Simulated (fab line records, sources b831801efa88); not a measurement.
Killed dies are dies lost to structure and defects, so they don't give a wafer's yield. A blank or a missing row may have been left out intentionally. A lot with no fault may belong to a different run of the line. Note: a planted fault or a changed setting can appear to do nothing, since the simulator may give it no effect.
Which tool is to blame? + flow sky130 + Sampling: 13 lots, 39 wafers, 4 of 708 route steps

## WHAT THE GAUGES SHOWED, per wafer
SKY_VIA4_BOW_MEAS_03.
| lot  | measured     | on            | VIA4_BOW (um) |
|------|--------------|---------------|---------------|
| L712 | day 41 22:21 | film_metro-04 | 71 77 77      |
| L716 | day 43 06:04 | film_metro-01 | 76 74 77      |
| L717 | day 43 16:07 | film_metro-04 | 79 76 81      |
| L718 | day 43 18:55 | film_metro-04 | 85 86 80      |
| L726 | day 46 04:28 | film_metro-04 | 70 78 85      |
| L727 | day 46 12:35 | film_metro-04 | 84 76 75      |
| L728 | day 47 00:05 | film_metro-04 | 83 88 76      |
| L729 | day 47 00:47 | film_metro-01 | 80 78 89      |
| L730 | day 47 05:31 | film_metro-04 | 83 76 85      |
| L731 | day 47 06:25 | film_metro-03 | 70 83 71      |
| L732 | day 47 13:11 | film_metro-01 | 73 75 63      |
| L734 | day 47 18:16 | film_metro-01 | 67 75 80      |
| L733 | day 47 19:40 | film_metro-01 | 78 73 69      |

## EACH LOT AND THE TOOL THAT RAN IT (in order: tool; ch and the chambers of the sampled wafers; start)
| lot  | SKY_POLY_GATE_ETCH_17            | SKY_METAL4_ETCH_17                 | SKY_VIA4_CMP_02               |
|------|----------------------------------|------------------------------------|-------------------------------|
| L712 | rie_si-01 ch 0,2,3, day 16 10:04 | rie_diel-01 ch 0,2, day 41 21:01   | cmp-01 ch 0,2,3, day 41 22:08 |
| L716 | rie_si-01 ch 1,2, day 18 02:43   | rie_diel-04 ch 1,3, day 43 04:43   | cmp-01 ch 0,1, day 43 05:44   |
| L717 | rie_si-01 ch 1,2,3, day 18 18:43 | rie_diel-02 ch 0,2,3, day 43 14:46 | cmp-02 ch 1,2,3, day 43 15:53 |
| L718 | rie_si-01 ch 1,2,3, day 19 01:14 | rie_diel-01 ch 0,1, day 43 17:34   | cmp-02 ch 1,2,3, day 43 18:42 |
| L726 | rie_si-02 ch 0,2, day 22 08:22   | rie_diel-02 ch 0,1,3, day 46 03:05 | cmp-02 ch 1,2, day 46 04:10   |
| L727 | rie_si-01 ch 2,3, day 22 18:23   | rie_diel-02 ch 1,2, day 46 11:13   | cmp-01 ch 0,1,3, day 46 12:20 |
| L728 | rie_si-02 ch 1,3, day 23 06:13   | rie_diel-01 ch 1,3, day 46 22:16   | cmp-01 ch 2,3, day 46 23:46   |
| L729 | rie_si-01 ch 0,2,3, day 23 11:40 | rie_diel-01 ch 0,3, day 46 23:26   | cmp-02 ch 1,2, day 47 00:28   |
| L730 | rie_si-02 ch 0,1,3, day 23 19:07 | rie_diel-01 ch 0,2,3, day 47 04:10 | cmp-01 ch 0,2,3, day 47 05:17 |
| L731 | rie_si-01 ch 0,1,3, day 23 20:22 | rie_diel-02 ch 1,2, day 47 05:01   | cmp-01 ch 0,2,3, day 47 06:10 |
| L732 | rie_si-02 ch 1,2,3, day 24 05:41 | rie_diel-02 ch 0,1,2, day 47 11:40 | cmp-01 ch 1,2,3, day 47 12:58 |
| L734 | rie_si-01 ch 0,1,3, day 24 10:55 | rie_diel-02 ch 2,3, day 47 16:55   | cmp-01 ch 0,2,3, day 47 18:04 |
| L733 | rie_si-02 ch 1,2,3, day 24 18:05 | rie_diel-04 ch 0,2,3, day 47 18:20 | cmp-01 ch 0,1,3, day 47 19:31 |
- SKY_POLY_GATE_ETCH_17: etches poly-Si in HBr/Cl2, stops on SiO2, target depth 180 nm, time 70.5 s.
- SKY_METAL4_ETCH_17: etches SiO2 in C4F8/O2/Ar, stops on TiN, time 3.9 s, target depth 15 nm.
- SKY_VIA4_CMP_02: polishes SiO2.

## WHAT THE TOOLS THEMSELVES READ (means of the sampled wafers that have a number; where no wafer has one, the mark that the record gives instead)
SKY_POLY_GATE_ETCH_17.
| lot  | tool      | drypump_motor_current_A (A) | oes_product_au (a.u.) | throttle_valve_pct (%) |
|------|-----------|-----------------------------|-----------------------|------------------------|
| L712 | rie_si-01 | 5.4                         | 0.988                 | 33.676                 |
| L716 | rie_si-01 | 5.9                         | 0.980                 | 33.684                 |
| L717 | rie_si-01 | 5.8                         | 0.986                 | 33.690                 |
| L718 | rie_si-01 | 5.8                         | 0.984                 | 33.685                 |
| L726 | rie_si-02 | 5.3                         | 0.987                 | 33.703                 |
| L727 | rie_si-01 | 5.5                         | 0.980                 | 33.676                 |
| L728 | rie_si-02 | 5.7                         | 0.981                 | 33.684                 |
| L729 | rie_si-01 | 5.4                         | 0.981                 | 33.691                 |
| L730 | rie_si-02 | 5.5                         | 0.993                 | 33.687                 |
| L731 | rie_si-01 | 5.6                         | 0.984                 | 33.681                 |
| L732 | rie_si-02 | 5.9                         | 0.983                 | 33.686                 |
| L734 | rie_si-01 | 5.7                         | 0.979                 | 33.675                 |
| L733 | rie_si-02 | 5.9                         | 0.980                 | 33.684                 |

SKY_METAL4_ETCH_17.
| lot  | tool        | oes_product_au (a.u.) |
|------|-------------|-----------------------|
| L712 | rie_diel-01 | 0.755                 |
| L716 | rie_diel-04 | 0.758                 |
| L717 | rie_diel-02 | 0.764                 |
| L718 | rie_diel-01 | 0.753                 |
| L726 | rie_diel-02 | 0.754                 |
| L727 | rie_diel-02 | 0.758                 |
| L728 | rie_diel-01 | 0.755                 |
| L729 | rie_diel-01 | 0.749                 |
| L730 | rie_diel-01 | 0.757                 |
| L731 | rie_diel-02 | 0.760                 |
| L732 | rie_diel-02 | 0.758                 |
| L734 | rie_diel-02 | 0.748                 |
| L733 | rie_diel-04 | 0.750                 |

SKY_VIA4_CMP_02.
| lot  | tool   | motor_current_A (A) |
|------|--------|---------------------|
| L712 | cmp-01 | 12.8                |
| L716 | cmp-01 | 11.4                |
| L717 | cmp-02 | 11.4                |
| L718 | cmp-02 | 11.6                |
| L726 | cmp-02 | 11.7                |
| L727 | cmp-01 | 12.0                |
| L728 | cmp-01 | 13.8                |
| L729 | cmp-02 | 11.4                |
| L730 | cmp-01 | 12.9                |
| L731 | cmp-01 | 12.6                |
| L732 | cmp-01 | 11.5                |
| L734 | cmp-01 | 12.5                |
| L733 | cmp-01 | 12.4                |

## THE ANSWER, worked out from the rows above alone
Rule: the lots themselves supply what counts as usual. Put in order of their means at a reading, lots are off if they are a third of the lots or fewer, leave a main group of 4 or more, and stand apart from it by a gap of 3 or more times the standard deviation of the main group's means; of several such gaps the widest counts. A main group is skipped when, at the precision printed for the reading in the tables above, its means are all equal. A lot without any number at a reading at which 4 lots or more have one is off too. All remaining lots with rows at the step are treated as sound. The gauges are gone through in route order, then the tools' own readings, and for those a lot's mean is taken as printed above. The first step at which some lot is off is used, and at that step the reading that is off furthest; a lot without a number counts as furthest.
None of the lots is off at any reading shown; this tells nothing.

## WHAT WAS PUT IN BY THE SIMULATOR
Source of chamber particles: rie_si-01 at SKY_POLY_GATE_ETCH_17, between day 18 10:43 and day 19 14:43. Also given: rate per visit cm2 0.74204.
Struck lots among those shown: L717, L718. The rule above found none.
